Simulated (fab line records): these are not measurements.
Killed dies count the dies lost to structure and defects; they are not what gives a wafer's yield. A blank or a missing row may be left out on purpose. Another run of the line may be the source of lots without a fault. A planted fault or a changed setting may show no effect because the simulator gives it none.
Which tool was responsible?	flow gf180mcu	33 wafers from 11 lots sampled at 5 of the route's 602 steps

## WHAT THE GAUGES SHOWED, per wafer
GF_V3_THK_MEAS_03. Usual: for V3_CVD_02_THK the level is 842 nm and the standard deviation is 14.
lot	measured	on	V3_CVD_02_THK (nm)	flag
L416	day 21 21:49	film-metro-02	823 809 847	
L417	day 22 13:20	film-metro-02	826 846 838	
L420	day 23 21:56	film-metro-04	849 836 858	
L422	day 24 07:04	film-metro-04	838 821 850	
L425	day 25 06:13	film-metro-01	820 833 833	
L427	day 25 16:29	film-metro-01	810 821 840	
L429	day 26 09:46	film-metro-01	963 953 973	OFF
L430	day 26 18:25	film-metro-04	947 963 953	OFF
L433	day 27 18:02	film-metro-01	847 839 846	
L437	day 28 19:10	film-metro-02	828 880 870	
L438	day 29 02:01	film-metro-04	823 837 844	

GF_V3_CD_MEAS_14: target cd 260 nm. Usual: 260.2 nm for cd-nm, sd 1.1.
lot	measured	on	cd-nm (nm)	flag
L416	day 22 22:10	cd-sem-01	260.5 261.6 260.8	
L417	day 23 12:52	cd-sem-02	260.1 260.0 258.4	
L420	day 24 20:14	cd-sem-01	259.0 258.0 259.9	
L422	day 25 05:52	cd-sem-02	261.1 261.0 261.4	
L425	day 26 04:14	cd-sem-02	260.8 260.5 260.6	
L427	day 26 13:43	cd-sem-02	261.9 260.0 260.0	
L429	day 27 06:56	cd-sem-01	262.8 260.5 261.8	
L430	day 27 14:47	cd-sem-01	259.3 260.6 260.9	
L433	day 28 14:19	cd-sem-01	261.1 260.4 260.8	
L437	day 29 14:25	cd-sem-02	259.1 258.7 258.7	
L438	day 29 20:35	cd-sem-02	261.7 261.0 261.3	

## WHAT TOOL EACH LOT RAN ON (gives the tool, then ch and the chambers of the sampled wafers, and finally the start)
lot	GF_M3_METAL_ETCH_16	GF_V3_CVD_02	GF_V3_CMP_04
L416	rie-metal-03 ch 0,1, day 21 20:57	pecvd-04 ch 1,2, day 21 21:45	cmp-02 ch 0,1,3, day 21 22:18
L417	rie-metal-04 ch 1, day 22 12:27	pecvd-02 ch 0,1,2, day 22 13:16	cmp-01 ch 2,3, day 22 13:26
L420	rie-metal-04 ch 0,1, day 23 21:04	pecvd-02 ch 0,1,2, day 23 21:52	cmp-01 ch 0,1,3, day 23 22:00
L422	rie-metal-02 ch 1, day 24 05:43	pecvd-04 ch 0,2, day 24 06:59	cmp-01 ch 0,2,3, day 24 07:07
L425	rie-metal-02 ch 1, day 25 05:17	pecvd-04 ch 0,1, day 25 06:08	cmp-01 ch 0,2,3, day 25 06:25
L427	rie-metal-04 ch 0,1, day 25 15:37	pecvd-04 ch 0,1, day 25 16:25	cmp-01 ch 0,1,3, day 25 16:33
L429	rie-metal-02 ch 1, day 26 08:51	pecvd-04 ch 1,2, day 26 09:41	cmp-02 ch 2,3, day 26 09:59
L430	rie-metal-04 ch 0,1, day 26 17:30	pecvd-04 ch 0,2, day 26 18:20	cmp-02 ch 0,1,3, day 26 18:28
L433	rie-metal-04 ch 1, day 27 17:02	pecvd-02 ch 0,2, day 27 17:53	cmp-02 ch 0,3, day 27 18:07
L437	rie-metal-03 ch 0,1, day 28 18:19	pecvd-03 ch 0,1,2, day 28 19:06	cmp-01 ch 1,2, day 28 19:14
L438	rie-metal-02 ch 0,1, day 29 01:10	pecvd-02 ch 0,2, day 29 01:55	cmp-02 ch 0,2, day 29 02:03
- GF_M3_METAL_ETCH_16: etches the open film in Cl2/BCl3, stops on SiO2, target depth 750.8 nm, time 121.5 s.
- GF_V3_CVD_02: deposits SiO2 from TEOS, target thk 850 nm, time 94.851 s.
- GF_V3_CMP_04: polishes SiO2.

## AS READ BY THE TOOLS THEMSELVES (means over the sampled wafers that have a number; for cases with no such wafer, the mark the record gives instead)
GF_M3_METAL_ETCH_16. Usual: drypump-motor-current-A 6.1 A, standard deviation 0.36; he-backside-leak-sccm 3.30 sccm, standard deviation 0.28; oes-product-au 0.991 a.u., standard deviation 0.0088; throttle-valve-pct 28.229 %, standard deviation 0.012.
lot	tool	drypump-motor-current-A (A)	he-backside-leak-sccm (sccm)	oes-product-au (a.u.)	throttle-valve-pct (%)	flag
L416	rie-metal-03	5.9	3.33	0.990	28.225	
L417	rie-metal-04	6.4	3.69	0.991	28.222	
L420	rie-metal-04	6.4	3.28	0.997	28.226	
L422	rie-metal-02	5.8	3.15	0.992	28.224	
L425	rie-metal-02	5.8	3.16	0.992	28.221	
L427	rie-metal-04	6.4	3.18	0.987	28.234	
L429	rie-metal-02	5.9	3.09	0.978	28.234	
L430	rie-metal-04	6.4	3.24	0.994	28.238	
L433	rie-metal-04	6.3	3.18	0.984	28.242	
L437	rie-metal-03	5.9	3.42	0.994	28.215	
L438	rie-metal-02	5.8	3.28	0.980	28.237	

GF_V3_CVD_02. Usual: 668 W for heater-power-w, sd 95.
lot	tool	heater-power-w (W)	flag
L416	pecvd-04	728	
L417	pecvd-02	648	
L420	pecvd-02	602	
L422	pecvd-04	677	
L425	pecvd-04	625	
L427	pecvd-04	709	
L429	pecvd-04	769	
L430	pecvd-04	682	
L433	pecvd-02	679	
L437	pecvd-03	721	
L438	pecvd-02	676	

GF_V3_CMP_04. Usual: motor-current-A 12.2 A, standard deviation 1.4; slurry-filter-dp-kPa 13.49 kPa, standard deviation 0.14; time-to-endpoint-s 77 s, standard deviation 6.7.
lot	tool	motor-current-A (A)	slurry-filter-dp-kPa (kPa)	time-to-endpoint-s (s)	flag
L416	cmp-02	12.8	13.59	72	
L417	cmp-01	12.7	13.39	79	
L420	cmp-01	12.2	13.45	83	
L422	cmp-01	12.6	13.50	84	
L425	cmp-01	12.4	13.50	77	
L427	cmp-01	12.0	13.52	73	
L429	cmp-02	11.0	13.58	116	OFF
L430	cmp-02	12.2	13.44	117	OFF
L433	cmp-02	11.7	13.36	76	
L437	cmp-01	12.5	13.48	83	
L438	cmp-02	11.2	13.56	70	

## THE ANSWER, worked out from the rows above alone
Rule: a lot is off if the mean of its wafers that have a number lies more than 3 standard deviations from the usual mean. Also off: a lot with no number at a reading for which 4 or more lots have one. All remaining lots with rows at the step are treated as sound. First the gauges in route order, then the tools' own readings, where a lot's mean is used as printed above. At the first step where some lot is off, the reading lying furthest off is the one used; lots without a number count as furthest.
Off: L429, L430, at GF_V3_THK_MEAS_03 (V3_CVD_02_THK).
If a tool, at a process step before that reading, ran all the lots that are off and no sound lot after the first of them, it fits. Not tried: the gauges at GF_V3_THK_MEAS_03; whatever is off there is also off at GF_V3_CMP_04, on other tools, and gauge error can't account for it. One fits: pecvd-04 at GF_V3_CVD_02. Its last sound lot is L427 (day 25 16:25), its first lot that is off L429 (day 26 09:41): a fault that began between those two fits.

## WHAT HAD BEEN PUT IN BY THE SIMULATOR
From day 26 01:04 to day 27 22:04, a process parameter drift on pecvd-04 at GF_V3_CVD_02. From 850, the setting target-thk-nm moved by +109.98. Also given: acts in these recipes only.
Struck lots among those shown: L429, L430. The rule above found the same.
